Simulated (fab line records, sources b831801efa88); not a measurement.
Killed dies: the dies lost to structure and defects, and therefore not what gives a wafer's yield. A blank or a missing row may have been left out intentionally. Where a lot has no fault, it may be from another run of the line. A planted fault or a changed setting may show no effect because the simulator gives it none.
The tool behind it: which one?    flow sky130    33 wafers from 11 lots sampled at 4 of the route's 708 steps

WHAT THE GAUGES SHOWED, per wafer
SKY_PAD_OPEN_BOW_MEAS_13. Usual: PAD_OPEN_BOW gives 48 um (standard deviation 7.9).
lot   measured      on             PAD_OPEN_BOW (um)  flag
L395  day 45 13:34  film-metro-02  49 53 56           
L396  day 46 12:48  film-metro-03  48 60 55           
L398  day 46 14:00  film-metro-02  48 53 50           
L400  day 46 14:55  film-metro-03  40 44 39           
L401  day 47 04:07  film-metro-04  31 47 40           
L404  day 48 03:50  film-metro-04  40 46 44           
L406  day 48 05:10  film-metro-02  45 44 43           
L411  day 49 14:15  film-metro-03  51 54 45           
L415  day 50 13:52  film-metro-02  42 32 33           
L418  day 51 15:51  film-metro-02  46 53 57           
L417  day 51 17:21  film-metro-02  36 40 49           

WHICH TOOL RAN EACH LOT (tool, then ch and the chambers of the sampled wafers, then the start)
lot   SKY_CAPM_METAL_ETCH_13             SKY_METAL4_SPUTTER_00         SKY_PAD_OPEN_ETCH_07
L395  rie-metal-01 ch 0,1, day 37 06:52  pvd-sputter-02, day 39 13:20  rie-diel-02 ch 1,2,3, day 45 11:22
L396  rie-metal-03 ch 0,1, day 38 13:30  pvd-sputter-01, day 40 18:23  rie-diel-02 ch 0,1,2, day 46 10:34
L398  rie-metal-01 ch 0,1, day 38 15:19  pvd-sputter-03, day 40 20:14  rie-diel-01 ch 0,1,3, day 46 11:40
L400  rie-metal-03 ch 0,1, day 38 16:17  pvd-sputter-03, day 40 21:01  rie-diel-02 ch 0,2,3, day 46 12:40
L401  rie-metal-03 ch 0,1, day 39 04:16  pvd-sputter-01, day 41 08:43  rie-diel-01 ch 0,2,3, day 47 01:52
L404  rie-metal-01 ch 0,1, day 40 09:24  pvd-sputter-02, day 42 12:31  rie-diel-01 ch 0,2,3, day 48 01:34
L406  rie-metal-04 ch 0,1, day 40 10:27  pvd-sputter-02, day 42 13:26  rie-diel-01 ch 0,1,2, day 48 02:55
L411  rie-metal-04 ch 0,1, day 42 06:45  pvd-sputter-01, day 44 08:13  rie-diel-03 ch 1,2,3, day 49 12:01
L415  rie-metal-01 ch 0,1, day 43 14:12  pvd-sputter-02, day 45 14:20  rie-diel-02 ch 1,2,3, day 50 11:40
L418  rie-metal-04 ch 0,1, day 45 04:37  pvd-sputter-03, day 47 02:48  rie-diel-02 ch 0,1,2, day 51 13:34
L417  rie-metal-01 ch 0,1, day 45 05:45  pvd-sputter-03, day 47 03:04  rie-diel-03 ch 0,1,3, day 51 14:13
- SKY_CAPM_METAL_ETCH_13: etches TiN in Cl2/BCl3, stops on SiO2, target depth 220 nm, time 62.9 s.
- SKY_METAL4_SPUTTER_00: material Ti, target thk 15 nm, time 10 s.
- SKY_PAD_OPEN_ETCH_07: etches the open film in CF4/O2, stops on AlCu, target depth 725 nm, time 161.1 s.

AS READ BY THE TOOLS THEMSELVES (means over the sampled wafers that have a number; for cases with no such wafer, the mark the record gives instead)
SKY_CAPM_METAL_ETCH_13. Usual: chamber-pressure-mTorr 10.001 mTorr, standard deviation 0.0095; drypump-motor-current-A 6.0 A, standard deviation 0.32; oes-product-au 0.941 a.u., standard deviation 0.0074; throttle-valve-pct 21.902 %, standard deviation 0.01.
lot   tool          chamber-pressure-mTorr (mTorr)  drypump-motor-current-A (A)  oes-product-au (a.u.)  throttle-valve-pct (%)  flag
L395  rie-metal-01  10.004                          5.8                          0.939                  21.895                  
L396  rie-metal-03  10.006                          6.1                          0.943                  21.908                  
L398  rie-metal-01  10.001                          5.7                          0.947                  21.901                  
L400  rie-metal-03  10.007                          6.3                          0.934                  21.907                  
L401  rie-metal-03  9.999                           6.1                          0.959                  21.888                  
L404  rie-metal-01  10.005                          6.0                          0.938                  21.897                  
L406  rie-metal-04  9.995                           5.9                          0.937                  21.907                  
L411  rie-metal-04  9.998                           5.9                          0.943                  21.908                  
L415  rie-metal-01  9.998                           6.0                          0.939                  21.909                  
L418  rie-metal-04  10.000                          5.8                          0.941                  21.892                  
L417  rie-metal-01  9.990                           5.7                          0.944                  21.895                  

SKY_METAL4_SPUTTER_00. Usual: throttle-valve-pct reads 30.4 % (standard deviation 1.1).
lot   tool            throttle-valve-pct (%)  flag
L395  pvd-sputter-02  30.3                    
L396  pvd-sputter-01  31.4                    
L398  pvd-sputter-03  29.3                    
L400  pvd-sputter-03  29.7                    
L401  pvd-sputter-01  30.5                    
L404  pvd-sputter-02  29.3                    
L406  pvd-sputter-02  29.8                    
L411  pvd-sputter-01  31.4                    
L415  pvd-sputter-02  30.2                    
L418  pvd-sputter-03  29.7                    
L417  pvd-sputter-03  29.3                    

SKY_PAD_OPEN_ETCH_07. Usual: chamber-pressure-mTorr 149.99 mTorr, standard deviation 0.14; drypump-motor-current-A 5.6 A, standard deviation 0.41; oes-product-au 0.976 a.u., standard deviation 0.0062; throttle-valve-pct 5.964 %, standard deviation 0.0088.
lot   tool         chamber-pressure-mTorr (mTorr)  drypump-motor-current-A (A)  oes-product-au (a.u.)  throttle-valve-pct (%)  flag
L395  rie-diel-02  150.10                          5.8                          0.969                  5.958                   
L396  rie-diel-02  150.06                          5.9                          0.972                  5.953                   
L398  rie-diel-01  150.09                          5.8                          0.974                  5.963                   
L400  rie-diel-02  150.13                          5.8                          0.981                  5.962                   
L401  rie-diel-01  149.93                          5.6                          0.974                  5.963                   
L404  rie-diel-01  149.97                          5.6                          0.973                  5.961                   
L406  rie-diel-01  150.08                          5.4                          0.972                  5.967                   
L411  rie-diel-03  150.06                          5.3                          0.971                  5.965                   
L415  rie-diel-02  149.85                          5.8                          0.971                  5.971                   
L418  rie-diel-02  150.03                          5.8                          0.971                  5.952                   
L417  rie-diel-03  149.99                          5.3                          0.975                  5.966                   

THE ANSWER, worked out from the rows above alone
Rule: lot off if the mean of its wafers having a number is beyond 3 standard deviations from the usual mean. A lot without any number at a reading at which 4 lots or more have one is off too. Any other lot the step has rows for is counted as sound. Order of review: gauges by route order, followed by the tools' own readings, for which a lot's mean as printed above is used. At the first step where some lot is off, the reading lying furthest off is the one used; lots without a number count as furthest.
Nothing can be told from this: no lot is off at any reading shown.

WHAT WAS PUT IN BY THE SIMULATOR
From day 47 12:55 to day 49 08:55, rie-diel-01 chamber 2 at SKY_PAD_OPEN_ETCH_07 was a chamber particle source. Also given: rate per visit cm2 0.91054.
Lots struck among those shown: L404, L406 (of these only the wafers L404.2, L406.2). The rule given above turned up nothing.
